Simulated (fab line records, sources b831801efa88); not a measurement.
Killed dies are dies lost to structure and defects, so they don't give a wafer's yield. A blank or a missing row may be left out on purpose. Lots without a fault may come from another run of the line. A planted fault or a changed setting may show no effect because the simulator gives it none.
Which tool did it? | flow gf180mcu | 13 lots, 39 wafers sampled, at 6 steps of a route of 602

WHAT THE GAUGES READ, wafer by wafer
GF_DNWELL_TW_MEAS_09. Usual: DNWELL_TW 1347, standard deviation 7.2.
lot  | measured    | on            | DNWELL_TW      | flag
L424 | day 2 18:01 | film_metro-02 | 1361 1356 1360 |
L425 | day 3 00:05 | film_metro-04 | 1348 1347 1349 |
L426 | day 3 06:26 | film_metro-02 | 1353 1353 1347 |
L427 | day 3 11:33 | film_metro-04 | 1344 1349 1344 |
L429 | day 3 23:52 | film_metro-04 | 1339 1335 1340 |
L430 | day 4 04:10 | film_metro-02 | 1351 1351 1343 |
L431 | day 4 08:21 | film_metro-04 | 1360 1352 1347 |
L432 | day 4 14:18 | film_metro-01 | 1349 1344 1352 |
L434 | day 5 01:07 | film_metro-01 | 1339 1338 1331 |
L435 | day 5 04:50 | film_metro-02 | 1361 1362 1354 |
L445 | day 7 09:06 | film_metro-02 | 1340 1341 1345 |
L446 | day 7 15:52 | film_metro-04 | 1342 1341 1336 |
L447 | day 7 21:01 | film_metro-02 | 1333 1346 1337 |

GF_NWELL_TW_MEAS_11. Usual: NWELL_TW 1584, standard deviation 19.
lot  | measured    | on            | NWELL_TW       | flag
L424 | day 3 06:44 | film_metro-01 | 1572 1571 1571 |
L425 | day 3 12:16 | film_metro-04 | 1560 1564 1558 |
L426 | day 3 19:06 | film_metro-03 | 1609 1606 1599 |
L427 | day 4 01:00 | film_metro-01 | 1569 1562 1578 |
L429 | day 4 13:44 | film_metro-01 | 1568 1567 1563 |
L430 | day 4 18:11 | film_metro-01 | 1571 1574 1580 |
L431 | day 4 22:44 | film_metro-04 | 1571 1582 1572 |
L432 | day 5 04:35 | film_metro-04 | 1559 1572 1571 |
L434 | day 5 15:48 | film_metro-04 | 1570 1582 1576 |
L435 | day 5 19:38 | film_metro-03 | 1610 1608 1612 |
L445 | day 8 01:34 | film_metro-04 | 1565 1565 1573 |
L446 | day 8 07:58 | film_metro-03 | 1589 1593 1596 |
L447 | day 8 13:33 | film_metro-04 | 1576 1571 1580 |

GF_VT_IMPLANT_OVL_MEAS_18. Usual: VT_IMPLANT_01_OVL -0.7 nm, standard deviation 1.5.
lot  | measured     | on         | VT_IMPLANT_01_OVL (nm) | flag
L424 | day 6 05:17  | overlay-01 | 1.4 0.4 -0.2           |
L425 | day 6 11:24  | overlay-02 | 1.2 1.3 0.6            |
L426 | day 6 20:01  | overlay-01 | -2.9 -2.2 -2.3         |
L427 | day 7 01:50  | overlay-01 | 0.9 1.5 0.6            |
L429 | day 7 16:32  | overlay-01 | -2.3 -4.3 -3.5         |
L430 | day 7 21:02  | overlay-02 | 0.7 -1.2 -0.2          |
L431 | day 8 03:58  | overlay-01 | -1.2 -1.7 -2.1         |
L432 | day 8 09:55  | overlay-02 | 0.3 -1.5 -1.0          |
L434 | day 8 21:58  | overlay-02 | 1.1 1.3 1.2            |
L435 | day 9 03:20  | overlay-02 | - - -                  | OFF
L445 | day 11 15:56 | overlay-02 | -1.8 0.1 0.5           |
L446 | day 12 01:29 | overlay-02 | -0.5 -0.5 0.3          |
L447 | day 12 06:34 | overlay-01 | -2.3 -3.2 -1.6         |

GF_VT_IMPLANT_TW_MEAS_21. Usual: VT_IMPLANT_2_TW 1217, standard deviation 15.
lot  | measured     | on            | VT_IMPLANT_2_TW | flag
L424 | day 6 05:35  | film_metro-02 | 1207 1214 1205  |
L425 | day 6 11:41  | film_metro-02 | 1220 1208 1211  |
L426 | day 6 20:18  | film_metro-02 | 1213 1209 1207  |
L427 | day 7 02:08  | film_metro-02 | 1204 1204 1207  |
L429 | day 7 16:50  | film_metro-02 | 1205 1210 1200  |
L430 | day 7 21:20  | film_metro-03 | 1231 1232 1231  |
L431 | day 8 04:15  | film_metro-03 | 1236 1236 1240  |
L432 | day 8 10:12  | film_metro-02 | 1202 1204 1208  |
L434 | day 8 22:15  | film_metro-02 | 1206 1205 1205  |
L435 | day 9 03:38  | film_metro-04 | 30 30 30        | OFF
L445 | day 11 16:14 | film_metro-03 | 1246 1246 1249  |
L446 | day 12 01:47 | film_metro-02 | 1201 1212 1209  |
L447 | day 12 06:51 | film_metro-04 | 1207 1217 1210  |

GF_DUAL_GATE_OVL_MEAS_11. Usual: DUAL_GATE_OVL 1.4 nm, standard deviation 1.4.
lot  | measured     | on         | DUAL_GATE_OVL (nm) | flag
L424 | day 8 07:59  | overlay-02 | 0.4 1.9 0.8        |
L425 | day 8 15:17  | overlay-02 | 1.6 1.1 1.9        |
L426 | day 8 22:41  | overlay-01 | -0.8 0.2 -0.2      |
L427 | day 9 05:47  | overlay-02 | 2.0 2.5 3.9        |
L429 | day 9 22:56  | overlay-02 | -0.5 -0.6 -0.8     |
L430 | day 10 04:59 | overlay-02 | 0.9 0.7 1.8        |
L431 | day 10 12:14 | overlay-02 | 1.5 2.2 0.4        |
L432 | day 10 15:29 | overlay-01 | 1.1 -0.8 0.0       |
L434 | day 11 07:17 | overlay-02 | 2.2 3.5 3.0        |
L445 | day 14 07:40 | overlay-01 | 3.1 3.2 3.6        |
L446 | day 14 17:28 | overlay-02 | 2.1 0.5 1.0        |
L447 | day 14 22:11 | overlay-01 | 0.9 1.1 2.5        |

WHICH TOOL RAN EACH LOT (tool, then ch and the chambers of the sampled wafers, then the start)
lot  | GF_VT_IMPLANT_EXPOSE_15
L424 | iline_stepper-01 ch 0, day 5 21:52
L425 | iline_stepper-01 ch 0, day 6 04:15
L426 | iline_stepper-02 ch 0, day 6 12:50
L427 | iline_stepper-01 ch 0, day 6 18:12
L429 | iline_stepper-02 ch 0, day 7 08:45
L430 | iline_stepper-01 ch 0, day 7 13:31
L431 | iline_stepper-02 ch 0, day 7 20:32
L432 | iline_stepper-01 ch 0, day 8 01:53
L434 | iline_stepper-01 ch 0, day 8 13:32
L435 | iline_stepper-02 ch 0, day 8 18:53
L445 | iline_stepper-02 ch 0, day 11 06:59
L446 | iline_stepper-01 ch 0, day 11 15:46
L447 | iline_stepper-02 ch 0, day 11 21:40
- GF_VT_IMPLANT_EXPOSE_15: exposes mask Nwell LV AREA, target cd 860 nm.

WHAT THE TOOLS THEMSELVES READ (means of the sampled wafers that have a number; where no wafer has one, the mark that the record gives instead)
GF_VT_IMPLANT_EXPOSE_15. Usual: reticle_temp_C 23.00 C, standard deviation 0.12.
lot  | tool             | reticle_temp_C (C) | flag
L424 | iline_stepper-01 | 23.20              |
L425 | iline_stepper-01 | 22.86              |
L426 | iline_stepper-02 | 23.01              |
L427 | iline_stepper-01 | 23.06              |
L429 | iline_stepper-02 | 23.06              |
L430 | iline_stepper-01 | 23.11              |
L431 | iline_stepper-02 | 22.92              |
L432 | iline_stepper-01 | 22.94              |
L434 | iline_stepper-01 | 22.88              |
L435 | iline_stepper-02 | 22.95              |
L445 | iline_stepper-02 | 22.86              |
L446 | iline_stepper-01 | 23.07              |
L447 | iline_stepper-02 | 23.10              |

THE ANSWER, worked out from the rows above alone
Rule: a lot is off if the mean of its wafers that have a number lies more than 3 standard deviations from the usual mean. A lot without any number at a reading at which 4 lots or more have one is off too. The other lots that the step has rows for count as sound. The gauges are gone through in route order, then the tools' own readings, and for those a lot's mean is taken as printed above. The first step at which some lot is off is used, and at that step the reading that is off furthest; a lot without a number counts as furthest.
Off: L435, at GF_VT_IMPLANT_OVL_MEAS_18 (VT_IMPLANT_01_OVL). Without a number there: L435.
A tool fits if, at a process step before that reading, it ran every lot that is off, and no sound lot after the first of them. The gauges at GF_VT_IMPLANT_OVL_MEAS_18 aren't tried: what is off there is off at GF_VT_IMPLANT_TW_MEAS_21 too, on other tools, and a gauge's error can't cause that. None of those tried fits.

WHAT THE SIMULATOR HAD PUT IN
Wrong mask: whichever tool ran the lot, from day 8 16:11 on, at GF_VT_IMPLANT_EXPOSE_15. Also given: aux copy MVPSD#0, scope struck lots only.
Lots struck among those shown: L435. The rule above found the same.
